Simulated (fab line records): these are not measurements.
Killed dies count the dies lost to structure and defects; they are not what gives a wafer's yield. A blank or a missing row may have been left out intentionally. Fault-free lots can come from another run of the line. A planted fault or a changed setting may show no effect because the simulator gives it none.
A lot that was struck, set against a sound lot | flow sky130 | 43 out of 708 route steps
Sound: the wafers L872.1, L872.4, L872.6. The struck wafers were L877.4, L877.6. The cause is given at the end.
Per side, at each step with rows, come the tool, then ch with its chambers, and then its first start. Under that, the readings that differ: sound wafers | struck wafers | difference of the means | sigmas: that difference in standard deviations of wafers without a fault.
alike: same words and numbers on both sides, and readings whose means sit less than 2 such deviations apart. not compared: any withheld reading, any reading some wafer has no value for, any bound like >300 that may hide the same value, and any number with overlapping values for which the record gives no deviation.
Wherever a step has rows on one side only, a row that says differs or no value, or a row with sigmas, the two part there. Numbers that don't overlap but have no deviation are shown without sigmas and don't part them. Lack of a reading on every wafer of one side parts them only where that side has two or more wafers.

SKY_POLY_CUT_ETCH_10: etches BARC in N2/H2, stops on SiO2, time 45.9 s, target depth 60 nm.
  sound on rie-diel-02 ch 1,2, day 28 00:12; struck on rie-diel-03 ch 0,2, day 29 16:40
  alike: drypump-motor-current-A, oes-product-au, throttle-valve-pct
  not compared: rf-hours-counter-h
SKY_POLY_CUT_ETCH_11: etches Si3N4 in CF4/CH2F2/Ar, stops on poly-Si, time 42.5 s, target depth 60 nm.
  sound on rie-diel-02 ch 1,2, day 28 00:14; struck on rie-diel-03 ch 0,2, day 29 16:42
  alike: cf4-flow-sccm, drypump-motor-current-A, oes-product-au, throttle-valve-pct
  not compared: rf-hours-counter-h
then, 8 steps without rows for these wafers: SKY_POLY_CUT_STRIP_12 (strips in O2/N2); SKY_SD_P_DEHYDRATE_00 (time 60 s); SKY_SD_P_HMDS_01 (prime time 60 s); SKY_SD_P_COAT_02 (resist thk 1140 nm); SKY_SD_P_SOFTBAKE_03 (time 60 s); SKY_SD_P_EXPOSE_04 (exposes mask PSDM, target cd 380 nm); SKY_SD_P_PEB_05; SKY_SD_P_DEVELOP_06 (develop time 60 s).
SKY_SD_P_CD_MEAS_07: target cd 380 nm.
  sound on cd-sem-02, day 29 04:38; struck on cd-sem-01, day 30 20:33
  alike: cd-nm
SKY_SD_P_OVL_MEAS_08:
  sound on overlay-01, day 29 04:46; struck on overlay-02, day 30 20:38
  alike: SD_P_OVL
SKY_SD_P_IMPLANT_09:
  sound on implanter-03 ch 0, day 29 04:48; struck on implanter-03 ch 0, day 30 20:43
SKY_SD_P_STRIP_10: strips in O2/N2.
  sound on plasma-asher-04 ch 1, day 29 04:57; struck on plasma-asher-04 ch 0, day 30 20:50
  reading                      | sound             | struck      | difference | sigmas
  strip-time-to-endpoint-s (s) | 17.42 17.43 17.46 | 16.93 16.93 | -0.51      | -10
  alike: drypump-motor-current-A, o2-flow-sccm, oes-product-au
  not compared: rf-hours-counter-h
SKY_SD_P_TW_MEAS_11:
  sound on film-metro-03, day 29 05:03; struck on film-metro-04, day 30 20:56
  reading | sound          | struck    | difference | sigmas
  SD_P_TW | 2811 2807 2818 | 2701 2723 | -100       | -6
then, 8 steps without rows for these wafers: SKY_RES_XHIGH_DEHYDRATE_00 (time 60 s); SKY_RES_XHIGH_HMDS_01 (prime time 60 s); SKY_RES_XHIGH_COAT_02 (resist thk 1140 nm); SKY_RES_XHIGH_SOFTBAKE_03 (time 60 s); SKY_RES_XHIGH_EXPOSE_04 (exposes mask URPM, target cd 1270 nm); SKY_RES_XHIGH_PEB_05; SKY_RES_XHIGH_DEVELOP_06 (develop time 60 s); SKY_RES_XHIGH_IMPLANT_07.
SKY_RES_XHIGH_STRIP_08: strips in O2/N2.
  sound on plasma-asher-02 ch 0,1, day 30 08:21; struck on plasma-asher-02 ch 0,1, day 32 00:05
  alike: drypump-motor-current-A, o2-flow-sccm, oes-product-au, strip-time-to-endpoint-s
  not compared: rf-hours-counter-h
SKY_RES_XHIGH_TW_MEAS_09:
  sound on film-metro-04, day 30 08:27; struck on film-metro-03, day 32 00:11
  alike: RES_XHIGH_TW
then, 7 steps without rows for these wafers: SKY_SD_N_DEHYDRATE_00 (time 60 s); SKY_SD_N_HMDS_01 (prime time 60 s); SKY_SD_N_COAT_02 (resist thk 1140 nm); SKY_SD_N_SOFTBAKE_03 (time 60 s); SKY_SD_N_EXPOSE_04 (exposes mask NSDM, target cd 380 nm); SKY_SD_N_PEB_05; SKY_SD_N_DEVELOP_06 (develop time 60 s).
SKY_SD_N_CD_MEAS_07: target cd 380 nm.
  sound on cd-sem-01, day 31 11:46; struck on cd-sem-01, day 33 03:04
  alike: cd-nm
SKY_SD_N_OVL_MEAS_08:
  sound on overlay-01, day 31 11:53; struck on overlay-02, day 33 03:09
  alike: SD_N_OVL
then, 2 steps without rows for these wafers: SKY_SD_N_IMPLANT_09; SKY_SD_N_IMPLANT_10.
SKY_SD_N_STRIP_11: strips in O2/N2.
  sound on plasma-asher-01 ch 0,1, day 31 12:13; struck on plasma-asher-01 ch 0,1, day 33 03:30
  alike: drypump-motor-current-A, o2-flow-sccm, oes-product-au, strip-time-to-endpoint-s
  not compared: rf-hours-counter-h
SKY_SD_N_TW_MEAS_12:
  sound on film-metro-04, day 31 12:19; struck on film-metro-04, day 33 03:35
  alike: SD_N_TW
then, 1 step without rows for these wafers: SKY_SD_N_CLEAN_13 (cleans in SC1/SC2, time 150 s).
SKY_SD_N_RTA_14: time 2 s.
  sound on rtp-anneal-02 ch 0, day 31 12:25; struck on rtp-anneal-01 ch 0, day 33 03:42
  alike: lamp-power-pct, wafer_temp_C_max
SKY_SD_N_RS_MEAS_16: a four-point-probe measurement.
  sound on film-metro-02, day 31 12:39; struck on film-metro-04, day 33 03:56
  alike: SD_N_RS
SKY_SD_N_RS_MEAS_17: a four-point-probe measurement.
  sound on film-metro-02, day 31 12:46; struck on film-metro-04, day 33 04:03
  reading          | sound             | struck      | difference | sigmas
  SD_P_RS (ohm/sq) | 146.6 146.4 147.0 | 150.8 150.9 | +4.2       | +12
-- a jump in the record: the struck wafers' starts before and after are 17 days apart (it breaks off in module SD_N and resumes in module PAD_OPEN, where the first step shown is number 708 of the route) --
SKY_PAD_OPEN_PROBE_99:
  sound on prober-02, day 48 09:43; struck on prober-01, day 49 17:52
  reading                                           | sound             | struck        | difference | sigmas
  model.etest.licon-high-po.rc-ohm                  | 335.1 352.3 345.1 | 621.4 665.8   | +299.4     |
  model.etest.res-high-po.line-ohm-um               | 739.5 750.9 754   | 1018 1017     | +269       |
  model.etest.res-pdiff.line-ohm-um                 | 1330 1348 1375    | 1476 1496     | +135       |
  model.etest.pfet_01v8.r-on-ohm-um                 | 2854 2816 2872    | 2956 2926     | +94        |
  model.etest.res-high-po.rs-ohm-sq                 | 261.3 264.6 260.9 | 357.2 352.4   | +92.5      |
  model.etest.res-high-po.rs-ohm-sq-range           | 7.27 10.04 7.533  | 100.1 100.5   | +92.0      |
  model.etest.licon-pdiff.rc-ohm                    | 577.3 594.5 589   | 657.4 683.6   | +83.6      |
  model.etest.res-high-po.rs-ohm-sq-rim-less-centre | 5.52 5.815 6.561  | -45.93 -38.24 | -48.05     |
  alike: killed_at_M0_to_M3, killed_at_M4_up, killed-at-contacts, killed-at-front-end, killed-at-other, killed-dies, killed-open, killed-short

== WHERE THEY PART ==
Earliest at SKY_SD_P_STRIP_10; latest, in this record, at SKY_SD_N_RS_MEAS_17. Later steps at which nothing parts them and some readings are alike: SKY_PAD_OPEN_PROBE_99.

WHY: what had been put in by the simulator
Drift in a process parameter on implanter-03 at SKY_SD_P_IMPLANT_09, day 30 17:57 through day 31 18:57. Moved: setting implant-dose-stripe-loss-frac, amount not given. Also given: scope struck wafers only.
